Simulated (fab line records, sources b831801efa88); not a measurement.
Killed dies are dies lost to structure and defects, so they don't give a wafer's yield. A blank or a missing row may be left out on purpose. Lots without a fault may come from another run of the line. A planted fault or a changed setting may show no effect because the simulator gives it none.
Problem report in the 8D (eight disciplines) form, filled by code | flow sky130 | the parts of the form that need people (team, actions taken, sign-off) are left out

1. THE PROBLEM
bias_w at SKY_CONTACT_ETCH_18 reads a mean of 160.9 W on 1 wafer of 1 lot; wafers without a fault read 200.0 W with a standard deviation of 0.62. That is -63 standard deviations from the usual mean.
The step: etches Si3N4 in CHF3/O2, stops on TiN, time 39 s, target depth 75 nm.
First seen on wafer L268.6, day 38 01:00, on rie_diel-03. The record holds 39 wafers of 13 lots with a number at this step. Rule for "out", or "out of limits": more than 4 standard deviations from the usual mean. The other wafers with a number count as sound.

2. WHAT IT IS AND WHAT IT IS NOT
question                    | is                | is not
which readings at this step | bias_w            | oes_product_au, rf_fwd_power_W, throttle_valve_pct
which lots                  | L268              | L248, L249, L250, L251, L253, L254, L256, L258, L259, L260, L264, L271
which wafers of those lots  | L268.6            | L268.2, L268.5
read on which tools         | rie_diel-03       | rie_diel-01, rie_diel-04
when                        | from day 38 01:00 | up to then (35 sound wafers); but 3 sound wafers of L271 came after

3. SUSPECTS, AND WHAT RULES EACH OUT
Counting: a tool at a process step up to the reading stays a suspect if it ran every lot that is out. Sound lots after the first of them don't rule it out here, since some wafers of a struck lot are sound.
- rie_diel-03 at SKY_CONTACT_ETCH_18 (etches Si3N4 in CHF3/O2, stops on TiN, time 39 s, target depth 75 nm): kept. It ran the lot that is out, L268 (day 38 01:00); its last sound lot up to then is L258 (day 34 21:00). Its own readings are out on those wafers: bias_w.
- Within rie_diel-03 at SKY_CONTACT_ETCH_18: the wafers that are out ran in chamber 2; their sound lot-mates ran in chambers 0, 1.
Left after counting: rie_diel-03 at SKY_CONTACT_ETCH_18.

4. THE CAUSE (what the simulator had put in)
Process parameter drift: rie_diel-03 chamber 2, from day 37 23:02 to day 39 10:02, at SKY_CONTACT_ETCH_18. Setting bias_w, moved by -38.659, from 200. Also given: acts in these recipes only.
Counting left only this tool.

5. THE CHAIN OF EFFECTS, in route order
Each row: a reading whose mean over the struck wafers that have a number lies more than 3 standard deviations from the usual. Only readings for which the record gives a usual standard deviation are gone through. hours: the time from each lot's start at the first step in this table that gives one to its start at this step, as a median over the lots. sigmas: the change in usual standard deviations.
hours | step                | reading | usual   | on struck wafers | change | sigmas
0     | SKY_CONTACT_ETCH_18 | bias_w  | 200.0 W | 160.9            | -39.1  | -63
The process steps in it:
- SKY_CONTACT_ETCH_18: etches Si3N4 in CHF3/O2, stops on TiN, time 39 s, target depth 75 nm.

6. WHAT WOULD HAVE CAUGHT IT SOONER
In this record the first reading out of limits was taken at day 38 01:00, 2 hours after the fault began at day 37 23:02.
